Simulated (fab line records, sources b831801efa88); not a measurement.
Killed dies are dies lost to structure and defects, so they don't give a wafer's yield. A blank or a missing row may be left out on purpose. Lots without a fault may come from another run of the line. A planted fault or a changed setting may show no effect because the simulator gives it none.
fab line records | flow sky130
record lots=12 wafers=36 last_day=50
route steps=708 shown LDD_HVP@285 LDD_LDN@298 PAD_OPEN@708
lots that met no fault: from a run of the same line without faults
start_h: hours from the record's first day to the start of the lot's first wafer shown | wait_h: hours since the lot's step before | " the same as in the row above | L1.1+2: a row that stands for several wafers | - no value, or no start given | * or withheld: withheld | < > ~ a bound
route shown NAME@n: a module of which the file shows steps, and the number in the route of the first | usual: mean/standard deviation of fault-free wafers | same: alike in all rows | chamber/n: place in a boat | sites: the reading at each site | _std_site: their standard deviation | _edge_site: outer sites' mean less inner sites' | radius_mm: how far each site lies from the wafer's centre | mask NAME#n: copy n | behind: the tool/chamber that last shaped the wafer | hold: why the lot was held/for how many hours/how that ended | device: the transistor (n, p or np) that didn't switch | end of line: the same wafers' tests at the end of the route | a step without rows: its recipe alone | killed: dies lost to structure and defects at the first sort, not the wafer's yield | map: a wafer's dies, x killed, . not, _ none there
set.NAME: the setting as run; set.NAME@STEP: as run at that earlier step | model.NAME: the simulator's own value behind a step, which no gauge read
steps of the route over a sample of lots; a table a step, a row a wafer
services: from which hour (start_h, from the record's first day; less than 0 if before it) a tool's chamber was out of use, for how many hours, and why
## steps
# step SKY_LDD_HVP_OVL_MEAS_07
# usual LDD_HVP_OVL=0.8/1.2
# columns lot.wafer tool chamber start_h wait_h LDD_HVP_OVL[nm]
L658.1 overlay-01 - 476.00 0.1 0.4
L658.2 " - " " 2.2
L658.4 " - " " 2.0
L659.1 overlay-02 - 503.43 0.1 2.0
L659.3 " - " " 1.2
L659.6 " - " " 0.6
L661.1 overlay-02 - 532.93 0.1 -2.0
L661.4 " - " " -1.3
L661.5 " - " " -1.2
L663.1 overlay-02 - 551.23 0.1 1.9
L663.4 " - " " 1.3
L663.5 " - " " 1.9
L664.1 overlay-01 - 565.73 0.1 2.2
L664.4 " - " " 1.8
L664.6 " - " " 2.4
L668.3 overlay-02 - 582.09 0.1 -1.0
L668.4 " - " " 2.9
L668.6 " - " " 0.8
L671.1 overlay-01 - 631.03 0.1 -0.6
L671.4 " - " " -1.8
L671.6 " - " " -0.6
L669.1 overlay-02 - 632.78 0.1 1.0
L669.5 " - " " 0.5
L669.6 " - " " -0.5
L672.1 overlay-01 - 634.28 0.1 0.6
L672.2 " - " " 0.9
L672.6 " - " " 0.6
L673.1 overlay-02 - 636.60 0.1 -0.2
L673.4 " - " " 0.3
L673.6 " - " " 0.4
L679.3 overlay-02 - 671.11 0.1 0.6
L679.4 " - " " 0.4
L679.5 " - " " -0.3
L680.1 overlay-01 - 677.03 0.1 0.0
L680.3 " - " " 1.2
L680.5 " - " " -0.5
# step SKY_LDD_HVP_STRIP_09
# recipe chemistry=O2/N2 power_w=1400 pressure_mtorr=1500 platen_temp_c=withheld o2_flow_sccm=3000 n2_flow_sccm=300 overash_fraction=0.5
# usual drypump_motor_current_A=5.4/0.37 oes_product_au=0.408/0.0045 strip_time_to_endpoint_s=4.138/0.013
# columns lot.wafer tool chamber start_h wait_h drypump_motor_current_A oes_product_au rf_hours_counter_h strip_time_to_endpoint_s
L658.1 plasma_asher-02 0 476.18 0.1 5.1 0.415 3 4.142
L658.2 " 1 " " 5.3 0.401 3 4.140
L658.4 " 0 " " 5.1 0.401 - 4.156
L659.1 plasma_asher-03 1 503.62 0.1 5.9 0.414 39 4.151
L659.3 " 1 " " 5.9 0.411 - 4.162
L659.6 " 1 " " 5.9 0.407 - 4.132
L661.1 plasma_asher-03 1 533.12 0.1 5.9 0.412 42 4.152
L661.4 " 0 " " 5.3 0.401 - 4.145
L661.5 " 1 " " 5.9 0.405 - 4.140
L663.1 plasma_asher-01 0 551.41 0.1 5.7 0.409 86 4.126
L663.4 " 0 " " 5.7 0.408 - 4.137
L663.5 " 1 " " 4.9 0.413 - 4.154
L664.1 plasma_asher-03 1 565.91 0.1 5.9 0.410 45 4.131
L664.4 " 0 " " 5.3 0.404 - 4.133
L664.6 " 1 " " 5.9 0.402 - 4.138
L668.3 plasma_asher-03 1 582.30 0.1 5.9 0.412 - 4.134
L668.4 " 0 " " 5.3 0.419 - 4.132
L668.6 " 1 " " 5.9 0.407 - 4.128
L671.1 plasma_asher-01 0 631.22 0.1 5.7 0.405 95 4.127
L671.4 " 1 " " 4.9 0.402 - 4.121
L671.6 " 1 " " 4.9 0.403 - 4.129
L669.1 plasma_asher-01 1 632.96 0.1 4.9 0.407 95 4.147
L669.5 " 1 " " 4.9 0.412 - 4.138
L669.6 " 0 " " 5.8 0.405 - 4.163
L672.1 plasma_asher-01 0 634.46 0.1 5.8 0.404 95 4.137
L672.2 " 1 " " 5.0 0.407 95 4.138
L672.6 " 1 " " 5.0 0.413 - 4.148
L673.1 plasma_asher-01 0 636.78 0.1 5.7 0.406 95 4.134
L673.4 " 0 " " 5.7 0.406 - 4.134
L673.6 " 0 " " 5.8 0.408 - 4.124
L679.3 plasma_asher-01 0 671.32 0.1 5.7 0.399 - 4.124
L679.4 " 1 " " 5.0 0.416 - 4.121
L679.5 " 1 " " 4.9 0.407 - 4.125
L680.1 plasma_asher-01 1 677.22 0.1 4.9 0.403 99 4.127
L680.3 " 0 " " 5.8 0.401 - 4.148
L680.5 " 1 " " 4.9 0.409 - 4.126
# step SKY_LDD_LDN_IMPLANT_09
# recipe species=As energy_kev=15 dose_cm2=1.25e+13 tilt_deg=withheld rotation_deg=113
# usual rotation_deg=113.00/0.028
# same implant_ion_amu=75
# columns lot.wafer tool chamber start_h wait_h rotation_deg
L658.1 implanter-01 0 506.07 0.1 113.03
L658.2 " 0 " " 112.99
L658.4 " 0 " " 112.98
L659.1 implanter-04 0 534.03 0.1 112.99
L659.3 " 0 " " 112.98
L659.6 " 0 " " 113.00
L661.1 implanter-04 0 563.77 0.1 112.97
L661.4 " 0 " " 112.96
L661.5 " 0 " " 112.99
L663.1 implanter-04 0 581.95 0.1 113.05
L663.4 " 0 " " 113.02
L663.5 " 0 " " 113.06
L664.1 implanter-02 0 596.65 0.1 112.97
L664.4 " 0 " " 112.98
L664.6 " 0 " " 112.98
L668.3 implanter-02 0 611.53 0.1 112.99
L668.4 " 0 " " 112.97
L668.6 " 0 " " 113.02
L671.1 implanter-01 0 659.82 0.1 113.02
L671.4 " 0 " " 113.02
L671.6 " 0 " " 113.02
L671.1 implanter-01 0 660.14 0.3 113.00
L671.4 " 0 " " 113.03
L671.6 " 0 " " 113.00
L669.1 implanter-01 0 661.42 0.1 113.01
L669.5 " 0 " " 113.01
L669.6 " 0 " " 113.02
L672.1 implanter-04 0 663.73 0.1 112.97
L672.2 " 0 " " 112.99
L672.6 " 0 " " 113.00
L672.1 implanter-04 0 664.05 0.3 113.00
L672.2 " 0 " " 113.02
L672.6 " 0 " " 113.01
L673.1 implanter-04 0 665.45 0.1 113.00
L673.4 " 0 " " 113.00
L673.6 " 0 " " 112.99
L673.1 implanter-04 0 665.77 0.3 113.04
L673.4 " 0 " " 113.05
L673.6 " 0 " " 113.02
L679.3 implanter-02 0 699.77 0.1 112.96
L679.4 " 0 " " 113.01
L679.5 " 0 " " 112.99
L680.1 implanter-04 0 705.92 0.1 112.99
L680.3 " 0 " " 112.98
L680.5 " 0 " " 112.98
# step SKY_LDD_LDN_STRIP_12
# recipe chemistry=O2/N2 power_w=1400 pressure_mtorr=1500 platen_temp_c=withheld o2_flow_sccm=3000 n2_flow_sccm=300 overash_fraction=0.5
# usual drypump_motor_current_A=5.7/0.41 oes_product_au=0.716/0.0045 strip_time_to_endpoint_s=14.18/0.045
# columns lot.wafer tool chamber start_h wait_h drypump_motor_current_A oes_product_au rf_hours_counter_h strip_time_to_endpoint_s
L658.1 plasma_asher-04 1 506.52 0.1 6.2 0.726 70 14.27
L658.2 " 0 " " 6.1 0.714 70 14.25
L658.4 " 1 " " 6.2 0.719 - 14.23
L659.1 plasma_asher-04 1 534.48 0.1 6.2 0.723 73 14.17
L659.3 " 0 " " 6.1 0.715 - 14.15
L659.6 " 1 " " 6.1 0.719 - 14.19
L661.1 plasma_asher-03 1 564.22 0.1 5.9 0.709 45 14.20
L661.4 " 1 " " 5.9 0.721 - 14.18
L661.5 " 0 " " 5.3 0.708 - 14.17
L663.1 plasma_asher-04 0 582.40 0.1 6.2 0.726 78 14.16
L663.4 " 0 " " 6.1 0.714 - 14.19
L663.5 " 1 " " 6.1 0.711 - 14.22
L664.1 plasma_asher-03 1 597.10 0.1 5.9 0.713 48 14.21
L664.4 " 0 " " 5.3 0.713 - 14.18
L664.6 " 1 " " 5.9 0.723 - 14.19
L668.3 plasma_asher-01 1 611.97 0.1 5.0 0.707 - 14.16
L668.4 " 0 " " 5.7 0.712 - 14.15
L668.6 " 0 " " 5.7 0.716 - 14.15
L671.1 plasma_asher-01 0 660.59 0.1 5.8 0.715 97 14.14
L671.4 " 1 " " 4.9 0.711 - 14.14
L671.6 " 0 " " 5.7 0.714 - 14.15
L669.1 plasma_asher-03 0 661.87 0.1 5.3 0.711 54 14.14
L669.5 " 1 " " 6.0 0.711 - 14.18
L669.6 " 0 " " 5.3 0.717 - 14.16
L672.1 plasma_asher-03 1 664.68 0.1 5.9 0.723 54 14.11
L672.2 " 0 " " 5.3 0.709 54 14.16
L672.6 " 1 " " 5.9 0.715 - 14.18
L673.1 plasma_asher-04 1 666.22 0.1 6.1 0.716 86 14.15
L673.4 " 0 " " 6.1 0.713 - 14.16
L673.6 " 0 " " 6.1 0.711 - 14.17
L679.3 plasma_asher-04 1 700.20 0.1 6.1 0.716 - 14.20
L679.4 " 0 " " 6.1 0.714 - 14.24
L679.5 " 0 " " 6.1 0.716 - 14.24
L680.1 plasma_asher-01 1 706.37 0.1 4.9 0.712 102 14.16
L680.3 " 0 " " 5.7 0.717 - 14.19
L680.5 " 0 " " 5.7 0.715 - 14.14
# step SKY_LDD_LDN_TW_MEAS_13
# usual LDD_LDN_TW=1479/12
# columns lot.wafer tool chamber start_h wait_h LDD_LDN_TW
L658.1 film_metro-03 - 506.62 0.1 1474
L658.2 " - " " 1477
L658.4 " - " " 1468
L659.1 film_metro-02 - 534.58 0.1 1496
L659.3 " - " " 1491
L659.6 " - " " 1492
L661.1 film_metro-03 - 564.32 0.1 1483
L661.4 " - " " 1479
L661.5 " - " " 1487
L663.1 film_metro-02 - 582.50 0.1 1489
L663.4 " - " " 1503
L663.5 " - " " 1495
L664.1 film_metro-02 - 597.20 0.1 1496
L664.4 " - " " 1493
L664.6 " - " " 1500
L668.3 film_metro-04 - 612.05 0.1 1469
L668.4 " - " " 1467
L668.6 " - " " 1461
L671.1 film_metro-02 - 660.69 0.1 1592
L671.4 " - " " 1602
L671.6 " - " " 1594
L669.1 film_metro-02 - 661.97 0.1 1488
L669.5 " - " " 1488
L669.6 " - " " 1492
L672.1 film_metro-03 - 664.78 0.1 1593
L672.2 " - " " 1587
L672.6 " - " " 1589
L673.1 film_metro-03 - 666.32 0.1 1589
L673.4 " - " " 1582
L673.6 " - " " 1590
L679.3 film_metro-04 - 700.29 0.1 1467
L679.4 " - " " 1470
L679.5 " - " " 1464
L680.1 film_metro-04 - 706.47 0.1 1468
L680.3 " - " " 1471
L680.5 " - " " 1469
# step SKY_PAD_OPEN_PROBE_99
# usual killed_at_M0_to_M3=44/7.4 killed_at_M4_up=3.2/2 killed_at_contacts=24/5.1 killed_at_front_end=15/4.8 killed_at_other=0.2/0.46 killed_dies=86/10 killed_open=47/7.5 killed_short=39/7
# same gross_dies=492 killed_at_back_side=0
# columns lot.wafer tool chamber start_h wait_h killed_at_M0_to_M3 killed_at_M4_up killed_at_contacts killed_at_front_end killed_at_other killed_dies killed_open killed_short
L658.1 prober-01 - 1064.19 0.1 40 5 26 17 1 89 47 41
L658.2 prober-01 - 1064.24 0.1 44 3 20 10 0 77 45 31
L658.4 prober-01 - 1064.34 0.2 49 3 16 22 0 90 58 32
L659.1 prober-02 - 1081.34 0.1 44 1 21 17 0 83 42 41
L659.3 prober-02 - 1081.44 0.2 31 2 35 22 0 90 45 45
L659.6 prober-02 - 1081.59 0.2 42 3 33 8 0 86 53 33
L661.1 prober-01 - 1101.83 0.1 26 7 23 11 0 67 32 35
L661.4 prober-01 - 1101.98 0.2 46 1 23 16 0 86 55 31
L661.5 prober-01 - 1102.03 0.2 42 3 26 15 0 86 45 41
L663.1 prober-02 - 1117.70 0.1 49 7 23 6 0 85 43 42
L663.4 prober-02 - 1117.85 0.2 54 3 20 14 0 91 47 43
L663.5 prober-02 - 1117.90 0.2 53 9 26 12 1 101 50 51
L664.1 prober-01 - 1128.77 0.1 41 3 20 11 0 75 37 38
L664.4 prober-01 - 1128.92 0.2 42 4 32 14 0 92 47 45
L664.6 prober-01 - 1129.02 0.2 39 3 12 16 0 70 41 29
L668.3 prober-02 - 1135.52 0.2 33 2 25 19 0 79 39 40
L668.4 prober-02 - 1135.57 0.2 43 0 19 17 1 80 49 31
L668.6 prober-02 - 1135.67 0.2 44 5 28 9 0 86 34 52
L671.1 prober-02 - 1163.71 0.1 53 0 22 14 0 89 49 40
L671.4 prober-02 - 1163.86 0.2 40 5 31 16 1 93 39 53
L671.6 prober-02 - 1163.96 0.2 52 4 27 12 0 95 42 53
L669.1 prober-02 - 1167.29 0.1 48 2 20 16 0 86 50 35
L669.5 prober-02 - 1167.49 0.2 37 0 24 15 0 76 38 37
L669.6 prober-02 - 1167.54 0.2 43 0 19 22 0 84 40 43
L672.1 prober-01 - 1169.21 0.1 38 4 19 18 0 79 43 36
L672.2 prober-01 - 1169.26 0.1 55 6 35 12 0 108 62 46
L672.6 prober-01 - 1169.46 0.2 41 6 18 15 0 80 44 36
L673.1 prober-01 - 1172.58 0.1 41 3 20 21 0 85 48 37
L673.4 prober-01 - 1172.73 0.2 53 0 21 21 0 95 48 47
L673.6 prober-01 - 1172.83 0.2 41 5 14 11 1 72 40 32
L679.3 prober-02 - 1191.42 0.2 46 1 25 25 0 97 51 46
L679.4 prober-02 - 1191.47 0.2 42 0 22 19 0 83 45 38
L679.5 prober-02 - 1191.52 0.2 43 3 28 22 0 96 46 50
L680.1 prober-01 - 1193.35 0.1 57 6 27 11 0 101 58 43
L680.3 prober-01 - 1193.45 0.2 41 4 35 13 0 93 47 46
L680.5 prober-01 - 1193.55 0.2 55 2 23 20 0 100 52 48
# killed by level:class
L658.1 CONTACT:geometric_particle:open=12 VIA1:geometric_particle:open=12 LI_CONTACT:geometric_particle:short=7 FIELD_ISO:geometric_particle:short=6 VIA1:geometric_particle:short=6 METAL2:geometric_particle:short=6 METAL4:geometric_particle:short=4 POLY_GATE:geometric_particle:short=3
L658.2 VIA1:geometric_particle:open=13 CONTACT:geometric_particle:open=8 VIA2:geometric_particle:open=7 METAL2:geometric_particle:short=6 LI_CONTACT:geometric_particle:open=5 LOCAL_INTERCONNECT:geometric_particle:short=5 VIA3:geometric_particle:open=5 VIA1:geometric_particle:short=4
L658.4 VIA1:geometric_particle:open=12 VIA3:geometric_particle:open=12 POLY_GATE:geometric_particle:open=8 LI_CONTACT:geometric_particle:open=7 VIA2:geometric_particle:open=6 POLY_GATE:geometric_particle:short=4 VIA3:geometric_particle:short=4 FIELD_ISO:geometric_particle:open=3
L659.1 VIA1:geometric_particle:open=13 CONTACT:geometric_particle:open=10 METAL1:geometric_particle:short=8 POLY_GATE:geometric_particle:short=6 VIA3:geometric_particle:open=6 CONTACT:geometric_particle:short=5 VIA1:geometric_particle:short=5 POLY_GATE:geometric_particle:open=4
L659.3 CONTACT:geometric_particle:open=12 FIELD_ISO:geometric_particle:short=8 LI_CONTACT:geometric_particle:open=8 POLY_GATE:geometric_particle:short=6 VIA1:geometric_particle:open=6 LOCAL_INTERCONNECT:geometric_particle:short=5 CONTACT:geometric_particle:short=5 POLY_GATE:geometric_particle:open=4
L659.6 CONTACT:geometric_particle:open=13 VIA1:geometric_particle:open=11 LI_CONTACT:geometric_particle:open=9 VIA3:geometric_particle:open=6 VIA2:geometric_particle:open=5 LOCAL_INTERCONNECT:geometric_particle:short=4 CONTACT:geometric_particle:short=4 VIA1:geometric_particle:short=4
L661.1 LI_CONTACT:geometric_particle:open=7 CONTACT:geometric_particle:short=5 METAL1:geometric_particle:short=5 METAL4:geometric_particle:short=5 POLY_GATE:geometric_particle:open=4 LOCAL_INTERCONNECT:geometric_particle:short=4 CONTACT:geometric_particle:open=4 VIA1:geometric_particle:open=4
L661.4 VIA2:geometric_particle:open=10 CONTACT:geometric_particle:open=9 LI_CONTACT:geometric_particle:open=8 METAL1:geometric_particle:short=7 VIA1:geometric_particle:open=6 VIA3:geometric_particle:open=6 METAL1:geometric_particle:open=5 VIA1:geometric_particle:short=5
L661.5 CONTACT:geometric_particle:open=12 VIA2:geometric_particle:open=11 POLY_GATE:geometric_particle:short=7 VIA1:geometric_particle:open=7 METAL2:geometric_particle:short=6 CONTACT:geometric_particle:short=5 VIA1:geometric_particle:short=5 POLY_GATE:geometric_particle:open=4
L663.1 VIA2:geometric_particle:open=11 CONTACT:geometric_particle:open=10 VIA1:geometric_particle:open=10 LOCAL_INTERCONNECT:geometric_particle:short=7 METAL4:geometric_particle:short=7 VIA1:geometric_particle:short=6 METAL2:geometric_particle:short=5 LI_CONTACT:geometric_particle:open=4
L663.4 VIA3:geometric_particle:open=12 VIA1:geometric_particle:open=11 VIA2:geometric_particle:open=8 LOCAL_INTERCONNECT:geometric_particle:short=6 CONTACT:geometric_particle:open=6 FIELD_ISO:geometric_particle:short=5 VIA2:geometric_particle:short=5 METAL2:geometric_particle:short=4
L663.5 VIA1:geometric_particle:open=13 VIA2:geometric_particle:open=10 METAL4:geometric_particle:short=9 CONTACT:geometric_particle:open=8 METAL2:geometric_particle:short=8 LI_CONTACT:geometric_particle:open=6 VIA3:geometric_particle:open=6 METAL1:geometric_particle:short=5
L664.1 CONTACT:geometric_particle:open=10 METAL2:geometric_particle:short=9 VIA1:geometric_particle:open=8 VIA3:geometric_particle:open=6 POLY_GATE:geometric_particle:short=4 VIA1:geometric_particle:short=4 VIA2:geometric_particle:open=4 FIELD_ISO:geometric_particle:short=3
L664.4 CONTACT:geometric_particle:open=11 LI_CONTACT:geometric_particle:open=8 CONTACT:geometric_particle:short=7 VIA1:geometric_particle:open=6 VIA2:geometric_particle:open=6 METAL2:geometric_particle:short=6 POLY_GATE:geometric_particle:short=5 VIA3:geometric_particle:open=5
L664.6 VIA1:geometric_particle:open=10 CONTACT:geometric_particle:open=6 VIA2:geometric_particle:open=6 FIELD_ISO:geometric_particle:short=5 METAL1:geometric_particle:short=5 METAL3:geometric_particle:short=5 POLY_GATE:geometric_particle:open=4 FIELD_ISO:geometric_particle:open=3
L668.3 CONTACT:geometric_particle:open=11 FIELD_ISO:geometric_particle:short=7 METAL2:geometric_particle:short=7 VIA1:geometric_particle:open=6 VIA3:geometric_particle:open=5 FIELD_ISO:geometric_particle:open=4 LI_CONTACT:geometric_particle:open=4 LOCAL_INTERCONNECT:geometric_particle:short=4
L668.4 LI_CONTACT:geometric_particle:open=11 VIA3:geometric_particle:open=8 VIA1:geometric_particle:open=7 METAL2:geometric_particle:short=7 VIA1:geometric_particle:short=6 VIA2:geometric_particle:open=6 POLY_GATE:geometric_particle:open=5 FIELD_ISO:geometric_particle:short=4
L668.6 CONTACT:geometric_particle:short=9 VIA1:geometric_particle:open=9 VIA1:geometric_particle:short=8 CONTACT:geometric_particle:open=7 METAL2:geometric_particle:short=7 VIA2:geometric_particle:short=5 METAL1:geometric_particle:short=4 LI_CONTACT:geometric_particle:short=4
L671.1 VIA2:geometric_particle:open=12 VIA1:geometric_particle:open=10 METAL2:geometric_particle:short=7 LI_CONTACT:geometric_particle:open=6 LI_CONTACT:geometric_particle:short=6 FIELD_ISO:geometric_particle:short=5 VIA3:geometric_particle:open=5 VIA3:geometric_particle:short=5
L671.4 LI_CONTACT:geometric_particle:open=11 FIELD_ISO:geometric_particle:short=9 VIA1:geometric_particle:open=9 CONTACT:geometric_particle:short=7 METAL1:geometric_particle:short=7 VIA2:geometric_particle:open=6 VIA2:geometric_particle:short=5 LI_CONTACT:geometric_particle:short=4
L671.6 METAL1:geometric_particle:short=9 METAL2:geometric_particle:short=8 LI_CONTACT:geometric_particle:open=8 VIA3:geometric_particle:open=8 CONTACT:geometric_particle:open=7 VIA1:geometric_particle:short=7 VIA2:geometric_particle:open=7 LOCAL_INTERCONNECT:geometric_particle:short=5
L669.1 VIA1:geometric_particle:open=14 CONTACT:geometric_particle:open=8 METAL1:geometric_particle:short=8 VIA2:geometric_particle:open=7 VIA3:geometric_particle:open=6 LI_CONTACT:geometric_particle:open=5 METAL2:geometric_particle:short=5 FIELD_ISO:geometric_particle:open=4
L669.5 VIA2:geometric_particle:open=9 FIELD_ISO:geometric_particle:open=8 LI_CONTACT:geometric_particle:open=7 METAL1:geometric_particle:short=7 LOCAL_INTERCONNECT:geometric_particle:short=6 VIA1:geometric_particle:open=5 METAL2:geometric_particle:short=5 CONTACT:geometric_particle:short=4
L669.6 VIA1:geometric_particle:open=10 CONTACT:geometric_particle:open=8 METAL2:geometric_particle:short=8 METAL1:geometric_particle:short=7 CONTACT:geometric_particle:short=6 VIA1:geometric_particle:short=5 FIELD_ISO:geometric_particle:short=4 FIELD_ISO:geometric_particle:open=4
L672.1 VIA1:geometric_particle:open=13 VIA3:geometric_particle:open=7 LI_CONTACT:geometric_particle:open=6 CONTACT:geometric_particle:open=6 METAL2:geometric_particle:short=6 FIELD_ISO:geometric_particle:open=5 POLY_GATE:geometric_particle:short=5 CONTACT:geometric_particle:short=4
L672.2 VIA1:geometric_particle:open=18 CONTACT:geometric_particle:open=13 LI_CONTACT:geometric_particle:open=10 VIA1:geometric_particle:short=9 VIA3:geometric_particle:open=8 METAL1:geometric_particle:short=7 FIELD_ISO:geometric_particle:open=6 LI_CONTACT:geometric_particle:short=5
L672.6 FIELD_ISO:geometric_particle:open=8 CONTACT:geometric_particle:open=7 METAL2:geometric_particle:short=7 METAL1:geometric_particle:short=7 VIA1:geometric_particle:open=5 VIA3:geometric_particle:open=5 VIA2:geometric_particle:open=5 LI_CONTACT:geometric_particle:open=4
L673.1 VIA1:geometric_particle:open=9 LI_CONTACT:geometric_particle:open=8 POLY_GATE:geometric_particle:open=6 FIELD_ISO:geometric_particle:short=5 FIELD_ISO:geometric_particle:open=5 METAL1:geometric_particle:short=5 VIA2:geometric_particle:open=5 VIA3:geometric_particle:open=5
L673.4 VIA1:geometric_particle:open=16 METAL2:geometric_particle:short=7 LI_CONTACT:geometric_particle:open=7 FIELD_ISO:geometric_particle:open=6 VIA3:geometric_particle:open=5 CONTACT:geometric_particle:short=5 METAL1:geometric_particle:short=5 VIA2:geometric_particle:short=5
L673.6 VIA1:geometric_particle:open=10 CONTACT:geometric_particle:open=9 VIA3:geometric_particle:open=7 METAL1:geometric_particle:short=5 VIA2:geometric_particle:open=5 METAL2:geometric_particle:short=4 METAL4:geometric_particle:short=4 POLY_GATE:geometric_particle:short=3
L679.3 CONTACT:geometric_particle:open=14 VIA1:geometric_particle:open=9 VIA3:geometric_particle:open=9 METAL1:geometric_particle:short=8 METAL2:geometric_particle:short=7 FIELD_ISO:geometric_particle:short=5 FIELD_ISO:geometric_particle:open=5 POLY_GATE:geometric_particle:short=5
L679.4 VIA1:geometric_particle:open=12 CONTACT:geometric_particle:open=7 FIELD_ISO:geometric_particle:short=5 METAL1:geometric_particle:short=5 LI_CONTACT:geometric_particle:open=5 METAL2:geometric_particle:short=5 VIA2:geometric_particle:open=5 FIELD_ISO:geometric_particle:open=4
L679.5 FIELD_ISO:geometric_particle:short=9 LOCAL_INTERCONNECT:geometric_particle:short=9 CONTACT:geometric_particle:open=9 VIA1:geometric_particle:open=8 METAL3:geometric_particle:short=7 CONTACT:geometric_particle:short=6 FIELD_ISO:geometric_particle:open=5 VIA3:geometric_particle:open=5
L680.1 VIA1:geometric_particle:open=12 VIA2:geometric_particle:open=10 CONTACT:geometric_particle:open=8 LI_CONTACT:geometric_particle:open=7 VIA3:geometric_particle:open=7 METAL1:geometric_particle:short=6 VIA2:geometric_particle:short=6 POLY_GATE:geometric_particle:open=5
L680.3 CONTACT:geometric_particle:open=12 VIA1:geometric_particle:open=9 METAL1:geometric_particle:short=7 LI_CONTACT:geometric_particle:short=6 LI_CONTACT:geometric_particle:open=6 LOCAL_INTERCONNECT:geometric_particle:short=5 METAL2:geometric_particle:short=5 VIA2:geometric_particle:short=4
L680.5 VIA1:geometric_particle:open=13 VIA1:geometric_particle:short=9 CONTACT:geometric_particle:open=7 VIA2:geometric_particle:open=7 LOCAL_INTERCONNECT:geometric_particle:short=6 POLY_GATE:geometric_particle:open=5 POLY_GATE:geometric_particle:short=5 METAL1:geometric_particle:short=5
## services
# columns tool chamber start_h hours kind
plasma_asher-02 - 462.08 4.4 repair
plasma_asher-02 - 480.30 1.3 repair
plasma_asher-02 - 484.22 0.6 repair
implanter-01 - 526.18 19.2 repair
implanter-04 - 531.88 1.8 repair
implanter-01 - 545.43 3.0 pm
plasma_asher-04 - 563.93 1.2 repair
implanter-01 - 571.97 2.0 repair
plasma_asher-03 - 582.46 0.4 repair
implanter-02 - 600.63 0.7 repair
implanter-04 - 608.60 2.8 repair
implanter-02 - 619.00 3.9 pm
implanter-02 - 629.77 41.2 pm
## key
first_sign step=SKY_LDD_LDN_IMPLANT_09 reading=visit direction=added
effect step=SKY_LDD_LDN_TW_MEAS_13 reading=LDD_LDN_TW direction=up sigmas=9.2 usual=1479 struck=1591
met_at SKY_LDD_LDN_IMPLANT_09
struck_lots L671,L672,L673
tester_left_out L671,L672,L673
not_acting_at SKY_LDD_HVP_OVL_MEAS_07,SKY_LDD_HVP_STRIP_09,SKY_LDD_LDN_STRIP_12
fault kind=repeated_step_whole tool=implanter-01,implanter-02,implanter-04 chamber=- onset_h=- steps=SKY_LDD_LDN_IMPLANT_09 times=1 scope=struck_lots_only
# tester_left_out: of these lots the tester's yield and bins aren't shown, on N5 and GAA mostly nor the transistor test; their killed dies are dies lost to structure and defects alone, not to doping, threshold or leakage, so they don't give the yield
